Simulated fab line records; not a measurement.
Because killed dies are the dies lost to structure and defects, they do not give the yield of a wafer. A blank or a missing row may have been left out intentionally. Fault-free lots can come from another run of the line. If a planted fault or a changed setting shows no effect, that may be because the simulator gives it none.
Split-lot experiment	flow sfq_line	on a route of 325 steps: 5 lots, 18 wafers read

== THE SPLIT ITSELF ==
At SFQ_TRILAYER_R5_LITHO_COAT_136 (resist thk 600 nm), the setting resist_thk_nm was moved away from the recipe's 600 nm on 3 of the 18 wafers read, by -4.9% to +5.1%. All remaining wafers had this setting at the recipe value.

The reading comes from the split's own step.

== THE READING ==
KrF_of_TRILAYER_R5_LITHO_COAT_136.thk_nm (the simulator's own value, which no gauge read), in nm, at SFQ_TRILAYER_R5_LITHO_COAT_136 (resist thk 600 nm). The file gives no usual value for it. The 15 wafers here that ran the recipe average 600.3 nm, standard deviation 1.8 nm.

wafer	tool, chamber at the split	resist_thk_nm as run, nm	against the recipe	KrF_of_TRILAYER_R5_LITHO_COAT_136.thk_nm, nm	against lot-mates on the recipe
L078.1	litho_track-01, 0	600	recipe	599.1	-
L078.2	litho_track-01, 0	600	recipe	598.5	-
L078.6	litho_track-01, 0	600	recipe	598.5	-
L078.3	litho_track-01, 0	600	recipe	598.4	-
L078.5	litho_track-01, 0	600	recipe	598.6	-
L080.3	litho_track-03, 0	600	recipe	600.2	-
L080.4	litho_track-03, 0	600	recipe	602.8	-
L080.5	litho_track-03, 0	600	recipe	602.3	-
L082.1	litho_track-04, 0	600	recipe	602	-
L082.2	litho_track-04, 0	600	recipe	601.7	-
L082.3	litho_track-04, 0	600	recipe	603.6	-
L082.5	litho_track-04, 0	570.7	-4.9%	573.4	-29.0
L082.6	litho_track-04, 0	570.7	-4.9%	571.2	-31.2
L083.4	litho_track-03, 0	630.4	+5.1%	630.8	+28.6
L083.6	litho_track-03, 0	600	recipe	602.2	-
L084.1	litho_track-01, 0	600	recipe	599	-
L084.2	litho_track-01, 0	600	recipe	599.6	-
L084.4	litho_track-01, 0	600	recipe	598.5	-

THE FIT
A straight line over all 18 wafers: KrF_of_TRILAYER_R5_LITHO_COAT_136.thk_nm changes by +5.84 nm for each +1% of resist_thk_nm; r = +0.99; the points scatter about the line by 1.8 nm.
The same after taking each lot's own level away (the mean of its wafers on the recipe; 18 wafers): +5.97 nm for each +1%; r = +1.00; scatter 0.91 nm.
Per that fit: largest resist_thk_nm move, reading shift of 30 nm.
The lots' own levels span 598.62 to 602.43 nm, that is 2.1 times the standard deviation above.
Consequently the slope shifts little with the lot-to-lot level, the two slopes agreeing.
Check: for one of the wafers moved furthest among these (+5.1%), held out of the fit, the line's prediction against its lot-mates is +31.3 nm. It came out at +28.6 nm against them.

== OTHER SPLITS ON THESE WAFERS ==
These wafers also went through other splits before the reading. Each is held against what the fit with the lots' levels taken away leaves over:
other split on the same wafers	wafers away from the commonest value	r with KrF_of_TRILAYER_R5_LITHO_COAT_136.thk_nm (lot level and that fit taken away)
SFQ_TRILAYER_I4_DEP_PECVD_099 time_s	3	+0.12
SFQ_TRILAYER_JJ_TRILAYER_DEP_SPUTTER_112 power_w	7	+0.02
SFQ_TRILAYER_JJ_CE_LITHO_PEB_117 peb_time_s	5	+0.13
SFQ_TRILAYER_JJ_CE_BARC_OPEN_RIE_150 bias_w	7	-0.31
SFQ_TRILAYER_M5_LITHO_COAT_123 spin_rpm	5	+0.47
SFQ_TRILAYER_M5_BARC_OPEN_METAL_ETCH_161 bias_w	6	+0.27
SFQ_TRILAYER_R5_DEP_SPUTTER_133 time_s	5	+0.11

== THE FILE'S OWN FIT ==
KrF_of_TRILAYER_R5_LITHO_COAT_136.thk_nm changes by +6 nm for each +1% of resist_thk_nm, r = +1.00.
